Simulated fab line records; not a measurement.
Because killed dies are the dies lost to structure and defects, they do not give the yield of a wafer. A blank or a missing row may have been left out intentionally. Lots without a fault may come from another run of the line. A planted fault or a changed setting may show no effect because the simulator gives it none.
8D (eight disciplines) problem report, filled in by code	flow sky130	the parts of the form that need people (team, actions taken, sign-off) are left out

== 1. WHAT WENT WRONG ==
VIA1_HDPCVD_THK at SKY_VIA1_THK_MEAS_01 reads a mean of 1542 nm on 2 wafers of 2 lots; wafers without a fault read 1032 nm with a standard deviation of 12. That puts it +42 standard deviations away from the usual mean.
The first sign was on wafer L556.5 at day 35 19:17, on film_metro-03. Wafers with a number at this step in the record: 36, from 12 lots. The rule behind "out" and "out of limits": a value lying over 4 standard deviations away from the usual mean. The rest of the wafers with a number are treated as sound.

== 2. WHAT IT IS, WHAT IT ISN'T ==
question	is	is not
which readings at this step	VIA1_HDPCVD_THK	-
which lots	L556, L558	L547, L548, L549, L552, L555, L561, L562, L566, L567, L570
which wafers of those lots	L556.5, L558.4	L556.2, L556.3, L558.1, L558.6
read on which gauges	film_metro-03, film_metro-04	film_metro-02
when	from day 35 19:17	up to then (17 sound wafers); but 17 sound wafers of L558, L561, L562, L566, L567, L570 came after

== 3. WHAT RULES OUT EACH SUSPECT ==
Counting: if a tool at a process step up to the reading ran every lot that is out, it stays a suspect. Sound lots after the first of them don't rule it out here, since some wafers of a struck lot are sound.
- the gauge at SKY_VIA1_THK_MEAS_01: ruled out. Those wafers that are out were read across 2 gauges (film_metro-03, film_metro-04).
- hdpcvd-02 at SKY_VIA1_HDPCVD_00 (deposits SiO2, target thk 1030 nm, time 171.7 s): kept. It ran every lot that is out, first L556 (day 35 19:10); its last sound lot up to then is L555 (day 35 09:13). Out on those wafers are its own readings of sih4_flow_sccm.
- hdpcvd-02, SKY_VIA1_HDPCVD_00: wafers that are out in chamber 0, sound lot-mates in chambers 1, 2.
The count leaves hdpcvd-02 at SKY_VIA1_HDPCVD_00.

== 4. THE CAUSE (what the simulator had put in) ==
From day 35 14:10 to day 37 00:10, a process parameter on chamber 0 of hdpcvd-02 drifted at SKY_VIA1_HDPCVD_00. From 60, the setting sih4_flow_sccm moved by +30. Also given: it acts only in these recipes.
Only this tool survived the counting.

== 5. THE CHAIN OF EFFECTS, in route order ==
Each row: a reading whose mean over the struck wafers that have a number lies more than 3 standard deviations from the usual. Only readings whose record carries a usual standard deviation are examined. hours: median over the lots of the time between each lot's start at the first step of this table that gives one and its start at this step. sigmas: the change, counted in usual standard deviations.
hours	step	reading	usual	on struck wafers	change	sigmas
0	SKY_VIA1_HDPCVD_00	sih4_flow_sccm	60.00 sccm	90.12	+30.12	+99 or more
0	SKY_VIA1_THK_MEAS_01	VIA1_HDPCVD_THK	1032 nm	1542	+510	+42
Process steps it contains:
- SKY_VIA1_HDPCVD_00: deposits SiO2, target thk 1030 nm, time 171.7 s.

== 6. WHAT WOULD HAVE CAUGHT IT SOONER ==
The first out-of-limits reading at a measuring or inspecting step in this record came at day 35 19:17, 5 hours after the fault's start at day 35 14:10.
At SKY_VIA1_HDPCVD_00, the tool's own readings (sih4_flow_sccm) were out on each struck wafer the step has a row for, so an alarm limit on them would have fired on the first such wafer.
Among the 2 lots that are out, L558 began SKY_VIA1_HDPCVD_00 on hdpcvd-02 after day 35 19:17. Putting the tool on hold at that point would have spared it.
